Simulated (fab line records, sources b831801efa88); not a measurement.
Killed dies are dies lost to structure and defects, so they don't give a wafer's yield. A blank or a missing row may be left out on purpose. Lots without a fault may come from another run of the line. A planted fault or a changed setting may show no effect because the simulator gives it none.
Split-lot experiment | flow gf180mcu | 5 lots, 23 wafers read, on a route of 602 steps

THE SPLIT
At GF_STI_OXIDATION_01 (stabilise 600 s, purge 300 s, target thk 10 nm), the setting ox_time_s was moved away from the recipe's 1418 s on 15 of the 23 wafers read, by +6.0% to +13.3%. The other wafers ran this setting at the recipe's value.

The file shows no step between the split and the reading.

THE READING
STI_OXIDATION_THK, in nm, at GF_STI_THK_MEAS_02. Fault-free wafers of this fab line usually give 10.07 nm, standard deviation 0.12 nm.

wafer  | tool, chamber at the split | ox_time_s as run, s | against the recipe | STI_OXIDATION_THK, nm | against lot-mates on the recipe
L075.2 | -, -                       | 1607                | +13.3%             | 11.03                 | no lot-mate on the recipe
L075.3 | -, -                       | 1607                | +13.3%             | 10.96                 | no lot-mate on the recipe
L075.4 | -, -                       | 1607                | +13.3%             | 10.88                 | no lot-mate on the recipe
L075.5 | -, -                       | 1607                | +13.3%             | 11.14                 | no lot-mate on the recipe
L075.6 | -, -                       | 1607                | +13.3%             | 11.11                 | no lot-mate on the recipe
L078.1 | -, -                       | 1418                | recipe             | 10.13                 | -
L078.2 | -, -                       | 1418                | recipe             | 9.99                  | -
L078.3 | -, -                       | 1418                | recipe             | 10.19                 | -
L078.5 | -, -                       | 1418                | recipe             | 9.92                  | -
L078.6 | -, -                       | 1418                | recipe             | 9.98                  | -
L079.1 | -, -                       | 1503                | +6.0%              | 10.36                 | no lot-mate on the recipe
L079.2 | -, -                       | 1503                | +6.0%              | 10.29                 | no lot-mate on the recipe
L079.3 | -, -                       | 1503                | +6.0%              | 10.26                 | no lot-mate on the recipe
L079.5 | -, -                       | 1503                | +6.0%              | 10.28                 | no lot-mate on the recipe
L079.6 | -, -                       | 1503                | +6.0%              | 10.48                 | no lot-mate on the recipe
L080.2 | furnace-02, 0              | 1418                | recipe             | 9.94                  | -
L080.5 | furnace-02, 0              | 1418                | recipe             | 10.07                 | -
L080.6 | furnace-02, 0              | 1418                | recipe             | 10.00                 | -
L083.1 | -, -                       | 1553                | +9.5%              | 10.75                 | no lot-mate on the recipe
L083.2 | -, -                       | 1553                | +9.5%              | 10.80                 | no lot-mate on the recipe
L083.3 | -, -                       | 1553                | +9.5%              | 10.83                 | no lot-mate on the recipe
L083.4 | -, -                       | 1553                | +9.5%              | 10.76                 | no lot-mate on the recipe
L083.5 | -, -                       | 1553                | +9.5%              | 10.68                 | no lot-mate on the recipe

THE FIT
A straight line over all 23 wafers: STI_OXIDATION_THK changes by +0.0757 nm for each +1% of ox_time_s; r = +0.97; the points scatter about the line by 0.11 nm.
Too few moved wafers have a lot-mate on the recipe to fit a line with each lot's own level taken away.

THE WHOLE CHAIN: every reading that the file lists as answering this split, in the file's order
step                | what it does                                            | reading                                                                          | change (the file's fit)                | r (the file's)
GF_STI_OXIDATION_01 | stabilise 600 s, purge 300 s, target thk 10 nm          | SiO2_of_STI_OXIDATION_01.thk_nm (the simulator's own value, which no gauge read) | +0.0756 nm for each +1% of the setting | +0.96
GF_STI_THK_MEAS_02  |                                                         | STI_OXIDATION_THK                                                                | +0.0757 for each +1% of the setting    | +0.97
GF_STI_WET_ETCH_27  | etches Si3N4 in H3PO4, target depth 160 nm, time 1825 s | SiO2_of_STI_OXIDATION_01.thk_nm (the simulator's own value, which no gauge read) | +0.0778 nm for each +1% of the setting | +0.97

THE FILE'S OWN FIT
STI_OXIDATION_THK changes by +0.0757 nm for each +1% of ox_time_s, r = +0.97.
